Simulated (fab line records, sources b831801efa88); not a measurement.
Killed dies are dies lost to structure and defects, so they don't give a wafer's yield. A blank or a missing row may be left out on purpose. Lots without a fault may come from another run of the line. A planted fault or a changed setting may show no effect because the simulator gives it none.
A sampling plan put to the test | flow gf180mcu | one fab line, 50 faults that these records tell of, each judged on the records of the lots that it struck; 2 more are left out, because the records don't allow judging them
The plan is the line's own looks: the steps of the route at which a gauge or an inspection reads the wafer and doesn't change it. A look can be judged if struck wafers have a number there and the file gives its usual mean and standard deviation on fault-free wafers. Caught: at a look after the fault's first step, the mean of the struck wafers lies 4 or more of those standard deviations (sigma) from the usual mean. On the tool: the same test on the tool's own readings at the fault's steps. Another recipe on the struck wafers, or a record that is blank for them alone, also counts as caught.

THE FAULTS, as the simulator had put them in
1. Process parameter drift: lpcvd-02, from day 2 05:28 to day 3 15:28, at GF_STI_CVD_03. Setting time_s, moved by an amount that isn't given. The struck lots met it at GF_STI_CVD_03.
2. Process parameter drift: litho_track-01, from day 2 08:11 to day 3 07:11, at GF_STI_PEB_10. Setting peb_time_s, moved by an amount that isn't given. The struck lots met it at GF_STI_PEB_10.
3. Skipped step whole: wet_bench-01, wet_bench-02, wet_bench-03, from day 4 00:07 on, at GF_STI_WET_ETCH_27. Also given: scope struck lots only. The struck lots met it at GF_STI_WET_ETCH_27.
4. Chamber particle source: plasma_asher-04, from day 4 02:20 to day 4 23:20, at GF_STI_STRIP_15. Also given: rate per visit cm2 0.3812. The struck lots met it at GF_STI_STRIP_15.
5. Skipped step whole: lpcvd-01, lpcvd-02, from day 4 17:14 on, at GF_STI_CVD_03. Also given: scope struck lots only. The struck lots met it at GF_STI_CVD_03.
6. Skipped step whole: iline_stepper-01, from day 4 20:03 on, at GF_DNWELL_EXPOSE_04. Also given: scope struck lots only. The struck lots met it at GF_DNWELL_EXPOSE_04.
7. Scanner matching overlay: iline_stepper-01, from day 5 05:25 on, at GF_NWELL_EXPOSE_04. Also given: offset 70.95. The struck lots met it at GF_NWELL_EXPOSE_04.
8. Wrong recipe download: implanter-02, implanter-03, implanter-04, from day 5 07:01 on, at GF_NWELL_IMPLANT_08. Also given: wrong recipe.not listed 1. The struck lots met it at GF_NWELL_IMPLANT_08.
9. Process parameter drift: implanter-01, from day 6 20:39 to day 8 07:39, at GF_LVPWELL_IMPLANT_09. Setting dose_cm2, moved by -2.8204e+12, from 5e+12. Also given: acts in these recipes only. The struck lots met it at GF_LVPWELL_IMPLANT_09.
10. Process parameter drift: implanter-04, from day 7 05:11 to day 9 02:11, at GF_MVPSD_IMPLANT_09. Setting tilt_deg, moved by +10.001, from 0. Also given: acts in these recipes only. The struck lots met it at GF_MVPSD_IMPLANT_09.
11. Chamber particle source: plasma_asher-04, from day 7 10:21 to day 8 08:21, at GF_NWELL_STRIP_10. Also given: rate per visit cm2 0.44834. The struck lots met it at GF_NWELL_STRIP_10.
12. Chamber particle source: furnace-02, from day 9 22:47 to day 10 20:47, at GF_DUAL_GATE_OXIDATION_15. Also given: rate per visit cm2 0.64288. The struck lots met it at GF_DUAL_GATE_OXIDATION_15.
13. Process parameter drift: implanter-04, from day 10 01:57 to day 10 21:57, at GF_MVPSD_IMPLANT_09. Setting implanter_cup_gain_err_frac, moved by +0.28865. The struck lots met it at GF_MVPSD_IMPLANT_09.
14. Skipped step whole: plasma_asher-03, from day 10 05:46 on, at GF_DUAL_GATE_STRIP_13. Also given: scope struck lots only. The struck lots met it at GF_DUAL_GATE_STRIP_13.
15. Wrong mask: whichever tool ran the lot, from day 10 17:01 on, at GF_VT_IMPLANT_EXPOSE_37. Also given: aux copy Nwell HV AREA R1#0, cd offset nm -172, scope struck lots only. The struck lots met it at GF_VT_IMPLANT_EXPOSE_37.
16. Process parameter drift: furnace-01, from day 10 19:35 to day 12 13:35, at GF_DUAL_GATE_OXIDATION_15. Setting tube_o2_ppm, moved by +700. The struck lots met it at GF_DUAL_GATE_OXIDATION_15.
17. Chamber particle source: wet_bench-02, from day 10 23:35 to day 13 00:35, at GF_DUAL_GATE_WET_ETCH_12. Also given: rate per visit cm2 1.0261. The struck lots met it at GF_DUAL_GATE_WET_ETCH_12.
18. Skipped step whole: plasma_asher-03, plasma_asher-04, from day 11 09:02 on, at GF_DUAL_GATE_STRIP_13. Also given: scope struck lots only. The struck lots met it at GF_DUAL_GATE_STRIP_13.
19. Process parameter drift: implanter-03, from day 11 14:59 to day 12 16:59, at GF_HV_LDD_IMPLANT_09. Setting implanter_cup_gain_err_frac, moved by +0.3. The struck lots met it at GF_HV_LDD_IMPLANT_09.
20. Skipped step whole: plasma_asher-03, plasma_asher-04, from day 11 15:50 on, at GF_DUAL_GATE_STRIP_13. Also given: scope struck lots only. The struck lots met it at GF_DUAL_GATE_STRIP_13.
21. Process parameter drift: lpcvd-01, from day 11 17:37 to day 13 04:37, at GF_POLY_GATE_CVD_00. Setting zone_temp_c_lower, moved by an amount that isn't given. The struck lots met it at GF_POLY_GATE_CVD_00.
22. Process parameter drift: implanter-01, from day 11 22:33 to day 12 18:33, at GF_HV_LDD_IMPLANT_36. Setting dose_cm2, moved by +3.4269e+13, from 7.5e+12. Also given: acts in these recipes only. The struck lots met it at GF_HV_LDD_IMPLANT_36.
23. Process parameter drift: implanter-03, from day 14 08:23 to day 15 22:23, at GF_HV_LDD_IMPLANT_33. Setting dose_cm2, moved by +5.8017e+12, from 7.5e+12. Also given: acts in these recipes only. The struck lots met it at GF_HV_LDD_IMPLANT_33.
24. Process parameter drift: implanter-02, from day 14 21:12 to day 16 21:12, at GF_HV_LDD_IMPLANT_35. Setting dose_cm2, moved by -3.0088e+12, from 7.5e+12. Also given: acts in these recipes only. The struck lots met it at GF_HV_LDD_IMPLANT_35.
25. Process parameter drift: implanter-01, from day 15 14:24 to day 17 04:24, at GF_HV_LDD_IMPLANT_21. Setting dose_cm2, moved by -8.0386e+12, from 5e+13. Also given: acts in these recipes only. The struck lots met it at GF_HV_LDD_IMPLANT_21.
26. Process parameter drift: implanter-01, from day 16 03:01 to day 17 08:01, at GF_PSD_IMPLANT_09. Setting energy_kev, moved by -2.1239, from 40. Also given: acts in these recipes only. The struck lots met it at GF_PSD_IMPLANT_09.
27. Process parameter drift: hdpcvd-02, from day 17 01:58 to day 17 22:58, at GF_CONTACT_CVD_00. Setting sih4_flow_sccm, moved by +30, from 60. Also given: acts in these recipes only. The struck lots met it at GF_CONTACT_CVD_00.
28. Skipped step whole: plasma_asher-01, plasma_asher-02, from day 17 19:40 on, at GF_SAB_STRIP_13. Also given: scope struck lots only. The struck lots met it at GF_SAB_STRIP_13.
29. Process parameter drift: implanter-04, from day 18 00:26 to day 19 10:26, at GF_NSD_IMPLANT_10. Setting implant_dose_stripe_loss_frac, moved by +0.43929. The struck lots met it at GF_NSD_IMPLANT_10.
30. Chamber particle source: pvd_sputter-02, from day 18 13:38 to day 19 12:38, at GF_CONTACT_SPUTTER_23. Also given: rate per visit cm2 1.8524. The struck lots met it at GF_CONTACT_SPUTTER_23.
31. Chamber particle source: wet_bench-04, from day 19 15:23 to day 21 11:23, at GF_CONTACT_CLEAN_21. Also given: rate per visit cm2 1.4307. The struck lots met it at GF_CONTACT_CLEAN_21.
32. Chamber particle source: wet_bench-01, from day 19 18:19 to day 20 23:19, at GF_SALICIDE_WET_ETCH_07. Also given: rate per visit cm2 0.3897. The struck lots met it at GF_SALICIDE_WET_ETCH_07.
33. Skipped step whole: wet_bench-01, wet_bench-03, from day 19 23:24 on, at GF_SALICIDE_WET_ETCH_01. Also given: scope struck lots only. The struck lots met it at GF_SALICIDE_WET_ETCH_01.
34. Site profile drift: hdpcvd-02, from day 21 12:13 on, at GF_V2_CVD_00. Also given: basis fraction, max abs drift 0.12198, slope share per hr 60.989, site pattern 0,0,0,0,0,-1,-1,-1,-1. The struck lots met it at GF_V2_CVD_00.
35. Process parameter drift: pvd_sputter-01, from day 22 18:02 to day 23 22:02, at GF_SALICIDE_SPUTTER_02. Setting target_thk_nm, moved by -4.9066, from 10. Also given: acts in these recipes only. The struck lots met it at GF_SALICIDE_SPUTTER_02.
36. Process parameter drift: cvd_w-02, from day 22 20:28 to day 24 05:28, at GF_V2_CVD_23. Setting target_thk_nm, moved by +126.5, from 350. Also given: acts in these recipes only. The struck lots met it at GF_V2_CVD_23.
37. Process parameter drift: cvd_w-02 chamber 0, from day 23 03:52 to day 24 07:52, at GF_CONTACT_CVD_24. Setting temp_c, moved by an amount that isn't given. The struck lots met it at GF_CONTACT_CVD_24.
38. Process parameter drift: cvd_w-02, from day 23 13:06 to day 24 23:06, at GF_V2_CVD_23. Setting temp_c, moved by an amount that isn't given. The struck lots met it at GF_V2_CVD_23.
39. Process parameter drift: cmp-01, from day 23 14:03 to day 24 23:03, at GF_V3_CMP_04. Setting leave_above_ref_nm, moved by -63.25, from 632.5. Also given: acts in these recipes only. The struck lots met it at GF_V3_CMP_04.
40. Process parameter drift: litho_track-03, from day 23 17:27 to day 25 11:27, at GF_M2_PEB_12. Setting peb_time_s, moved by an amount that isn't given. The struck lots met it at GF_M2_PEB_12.
41. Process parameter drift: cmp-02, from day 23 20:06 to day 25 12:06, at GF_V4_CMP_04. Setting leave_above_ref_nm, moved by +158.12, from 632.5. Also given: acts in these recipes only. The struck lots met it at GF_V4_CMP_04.
42. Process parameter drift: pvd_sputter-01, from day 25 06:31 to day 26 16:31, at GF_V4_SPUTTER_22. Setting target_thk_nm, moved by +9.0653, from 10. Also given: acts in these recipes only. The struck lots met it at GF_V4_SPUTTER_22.
43. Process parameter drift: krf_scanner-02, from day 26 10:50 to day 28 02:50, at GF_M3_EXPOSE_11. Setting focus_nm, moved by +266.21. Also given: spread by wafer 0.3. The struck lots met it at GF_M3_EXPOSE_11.
44. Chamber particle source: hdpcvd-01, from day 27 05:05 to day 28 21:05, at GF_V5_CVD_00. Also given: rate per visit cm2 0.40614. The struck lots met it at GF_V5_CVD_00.
45. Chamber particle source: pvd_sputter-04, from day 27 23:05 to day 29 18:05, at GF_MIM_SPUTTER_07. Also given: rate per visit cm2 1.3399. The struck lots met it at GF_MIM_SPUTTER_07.
46. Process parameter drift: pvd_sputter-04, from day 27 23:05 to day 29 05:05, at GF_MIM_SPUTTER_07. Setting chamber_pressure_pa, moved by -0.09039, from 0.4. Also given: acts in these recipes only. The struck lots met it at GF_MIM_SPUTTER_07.
47. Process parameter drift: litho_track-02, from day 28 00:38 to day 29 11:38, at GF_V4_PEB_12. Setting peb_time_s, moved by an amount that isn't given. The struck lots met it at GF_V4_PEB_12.
48. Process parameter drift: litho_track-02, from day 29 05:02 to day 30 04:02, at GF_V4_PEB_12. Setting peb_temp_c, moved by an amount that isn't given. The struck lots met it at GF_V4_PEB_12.
49. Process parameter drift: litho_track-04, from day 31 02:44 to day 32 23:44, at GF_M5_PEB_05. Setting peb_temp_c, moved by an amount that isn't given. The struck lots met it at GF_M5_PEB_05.
50. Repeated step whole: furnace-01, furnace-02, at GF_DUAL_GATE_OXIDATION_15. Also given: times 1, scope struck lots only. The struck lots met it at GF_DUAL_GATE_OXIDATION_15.

WHAT THE PLAN SAW
fault | on the tool itself                               | first look that catches it                      | reading, sigma                                   | median hours from its first step to that look | hours from the fault's start to the first struck lot there | judged looks passed uncaught
1     | under 2 sigma                                    | GF_STI_THK_MEAS_04                              | STI_CVD_03_THK -19                               | 2.0                                           | 5                                                          | 0
2     | no reading that can be judged                    | none of the 2 looks that can be judged after it | strongest: cd_nm at GF_STI_CD_MEAS_12, -2.8      | -                                             | -                                                          | 2
3     | the tool's record is blank for the struck wafers | no look after it can be judged                  | -                                                | -                                             | -                                                          | 0
4     | under 2 sigma                                    | no look after it can be judged                  | -                                                | -                                             | -                                                          | 0
5     | the tool's record is blank for the struck wafers | no look after it can be judged                  | -                                                | -                                             | -                                                          | 0
6     | no reading that can be judged                    | GF_DNWELL_TW_MEAS_09                            | DNWELL_TW -94                                    | 7.5                                           | 10                                                         | 0
7     | no reading that can be judged                    | GF_NWELL_OVL_MEAS_07                            | NWELL_OVL +51                                    | 7.2                                           | 10                                                         | 0
8     | under 2 sigma                                    | GF_NWELL_TW_MEAS_11                             | NWELL_TW +55                                     | 0.4                                           | 3                                                          | 0
9     | dose_ions_cm2 -99 or beyond sigma                | GF_LVPWELL_TW_MEAS_11                           | LVPWELL_TW -4.4                                  | 0.3                                           | 4                                                          | 0
10    | tilt_deg +99 or beyond sigma                     | not the one look that can be judged after it    | strongest: MVPSD_TW at GF_MVPSD_TW_MEAS_11, +3.4 | -                                             | -                                                          | 1
11    | under 2 sigma                                    | not the one look that can be judged after it    | -                                                | -                                             | -                                                          | 1
12    | under 2 sigma                                    | not the one look that can be judged after it    | -                                                | -                                             | -                                                          | 1
13    | faraday_current_uA +12 sigma                     | GF_VT_IMPLANT_RS_MEAS_49                        | MVPSD_RS +18                                     | 76.6                                          | 80                                                         | 1
14    | the tool's record is blank for the struck wafers | no look after it can be judged                  | -                                                | -                                             | -                                                          | 0
15    | no reading that can be judged                    | no look after it can be judged                  | -                                                | -                                             | -                                                          | 0
16    | under 2 sigma                                    | no look after it can be judged                  | -                                                | -                                             | -                                                          | 0
17    | no reading that can be judged                    | not the one look that can be judged after it    | -                                                | -                                             | -                                                          | 1
18    | the tool's record is blank for the struck wafers | no look after it can be judged                  | -                                                | -                                             | -                                                          | 0
19    | faraday_current_uA +15 sigma                     | GF_HV_LDD_TW_MEAS_11                            | HV_LDD_TW -5.9                                   | 0.2                                           | 8                                                          | 0
20    | the tool's record is blank for the struck wafers | no look after it can be judged                  | -                                                | -                                             | -                                                          | 0
21    | spike_tc_lower_C +43 sigma                       | GF_POLY_GATE_THK_MEAS_01                        | POLY_GATE_CVD_00_THK +7.2                        | 1.7                                           | 6                                                          | 0
22    | dose_ions_cm2 +99 or beyond sigma                | GF_HV_LDD_TW_MEAS_38                            | HV_LDD_3_TW +26                                  | 0.2                                           | 3                                                          | 0
23    | dose_ions_cm2 +99 or beyond sigma                | GF_HV_LDD_TW_MEAS_38                            | HV_LDD_3_TW +6.0                                 | 0.7                                           | 6                                                          | 0
24    | dose_ions_cm2 -99 or beyond sigma                | GF_HV_LDD_RS_MEAS_53                            | HV_LDD_RS +9.0                                   | 22.6                                          | 46                                                         | 1
25    | dose_ions_cm2 -99 or beyond sigma                | GF_HV_LDD_TW_MEAS_23                            | HV_LDD_2_TW -6.4                                 | 0.2                                           | 11                                                         | 0
26    | beam_energy_keV -99 or beyond sigma              | GF_PSD_RS_MEAS_15                               | PSD_RS +8.6                                      | 0.6                                           | 6                                                          | 0
27    | sih4_flow_sccm +99 or beyond sigma               | GF_CONTACT_THK_MEAS_01                          | CONTACT_CVD_00_THK +54                           | 0.0                                           | 6                                                          | 0
28    | the tool's record is blank for the struck wafers | no look after it can be judged                  | -                                                | -                                             | -                                                          | 0
29    | under 2 sigma                                    | GF_PSD_RS_MEAS_14                               | NSD_RS +15                                       | 25.0                                          | 40                                                         | 0
30    | under 2 sigma                                    | none of the 3 looks that can be judged after it | -                                                | -                                             | -                                                          | 3
31    | no reading that can be judged                    | no look after it can be judged                  | -                                                | -                                             | -                                                          | 0
32    | no reading that can be judged                    | none of the 2 looks that can be judged after it | -                                                | -                                             | -                                                          | 2
33    | the tool's record is blank for the struck wafers | no look after it can be judged                  | -                                                | -                                             | -                                                          | 0
34    | no reading that can be judged                    | GF_V2_THK_MEAS_01                               | V2_CVD_00_THK -4.9                               | 0.1                                           | 13                                                         | 0
35    | under 2 sigma                                    | GF_SALICIDE_RS_MEAS_04                          | SALICIDE_TIN_RS +38                              | 0.1                                           | 6                                                          | 0
36    | under 2 sigma                                    | GF_V2_RS_MEAS_24                                | V2_W_RS -19                                      | 0.2                                           | 6                                                          | 0
37    | susceptor_temp_C -86 sigma                       | GF_CONTACT_RS_MEAS_25                           | CONTACT_W_RS +29                                 | 0.1                                           | 5                                                          | 0
38    | susceptor_temp_C +15 sigma                       | GF_V2_RS_MEAS_24                                | V2_W_RS -4.0                                     | 0.2                                           | 11                                                         | 0
39    | time_to_endpoint_s +4.4 sigma                    | no look after it can be judged                  | -                                                | -                                             | -                                                          | 0
40    | under 2 sigma                                    | GF_M2_CD_MEAS_14                                | cd_nm -4.6                                       | 0.3                                           | 12                                                         | 0
41    | time_to_endpoint_s -11 sigma                     | no look after it can be judged                  | -                                                | -                                             | -                                                          | 0
42    | under 2 sigma                                    | no look after it can be judged                  | -                                                | -                                             | -                                                          | 0
43    | no reading that can be judged                    | GF_M3_CD_MEAS_14                                | cd_nm -12                                        | 9.8                                           | 13                                                         | 0
44    | under 2 sigma                                    | not the one look that can be judged after it    | -                                                | -                                             | -                                                          | 1
45    | under 2 sigma                                    | not the one look that can be judged after it    | -                                                | -                                             | -                                                          | 1
46    | chamber_pressure_pa -99 or beyond sigma          | no look after it can be judged                  | -                                                | -                                             | -                                                          | 0
47    | heater_power_total_W +99 or beyond sigma         | GF_V4_CD_MEAS_14                                | cd_nm -9.7                                       | 0.3                                           | 6                                                          | 0
48    | heater_power_total_W +14 sigma                   | none of the 2 looks that can be judged after it | strongest: cd_nm at GF_V4_CD_MEAS_14, +2.8       | -                                             | -                                                          | 2
49    | heater_power_total_W +99 or beyond sigma         | GF_M5_CD_MEAS_07                                | cd_nm -15                                        | 0.4                                           | 2                                                          | 0
50    | under 2 sigma                                    | no look after it can be judged                  | -                                                | -                                             | -                                                          | 0
A dash: the fault isn't caught, or these records don't give the number.

Caught at a look: 24 of 50. Caught on the tool: 26 of 50. By one or the other: 36 of 50.
Caught on the tool alone: faults 3, 5, 10, 14, 18, 20, 28, 33, 39, 41, 46, 48.
Caught at a look alone: faults 1, 6, 7, 8, 29, 34, 35, 36, 40, 43.
Caught by neither: faults 2, 4, 11, 12, 15, 16, 17, 30, 31, 32, 42, 44, 45, 50.

THINNER SAMPLING
If the look that catches a fault measured only every second or every third lot, by lot number, the first struck lot would be measured this late in the worst case:
fault | struck lots at that look, in order of time | every lot | every second lot | every third lot
1     | L553, L554, L555                           | 5 h       | 10 h             | 14 h
6     | L406, L407                                 | 10 h      | 15 h             | may miss all 2
7     | L618, L621                                 | 10 h      | 27 h             | may miss all 2
8     | L185, L186, L187                           | 3 h       | 9 h              | 14 h
9     | L831, L832                                 | 4 h       | 9 h              | may miss all 2
13    | L376, L377                                 | 80 h      | 87 h             | may miss all 2
19    | L148, L150                                 | 8 h       | may miss all 2   | may miss all 2
21    | L952, L955                                 | 6 h       | 27 h             | may miss all 2
22    | L229, L230                                 | 3 h       | 18 h             | may miss all 2
23    | L123, L126                                 | 6 h       | 27 h             | may miss all 2
24    | L657, L658                                 | 46 h      | 51 h             | may miss all 2
25    | L217, L220                                 | 11 h      | 37 h             | may miss all 2
26    | L246, L247                                 | 6 h       | 16 h             | may miss all 2
27    | L318, L320                                 | 6 h       | may miss all 2   | may miss all 2
29    | L435, L436                                 | 40 h      | 43 h             | may miss all 2
34    | L278, L280                                 | 13 h      | may miss all 2   | may miss all 2
35    | L160, L161                                 | 6 h       | 17 h             | may miss all 2
36    | L418, L421                                 | 6 h       | 28 h             | may miss all 2
37    | L177, L178                                 | 5 h       | 10 h             | may miss all 2
38    | L897, L898, L899                           | 11 h      | 18 h             | 25 h
40    | L914, L915                                 | 12 h      | 26 h             | may miss all 2
43    | L385, L386                                 | 13 h      | 21 h             | may miss all 2
47    | L952, L953, L954                           | 6 h       | 15 h             | 20 h
49    | L362, L363                                 | 2 h       | 9 h              | may miss all 2
Hours are from the fault's start to the first struck lot that is measured. The limit of 4 sigma was tested on all struck wafers together, so one lot alone may lie under it. Other struck lots may not be in these records.

THE LONGEST TIMED WAY FROM STEP TO LOOK
Fault 13: a median of 76.6 hours passes between GF_MVPSD_IMPLANT_09 and GF_VT_IMPLANT_RS_MEAS_49. The look between them that can be judged stayed within 4 sigma: GF_VT_IMPLANT_TW_MEAS_21.
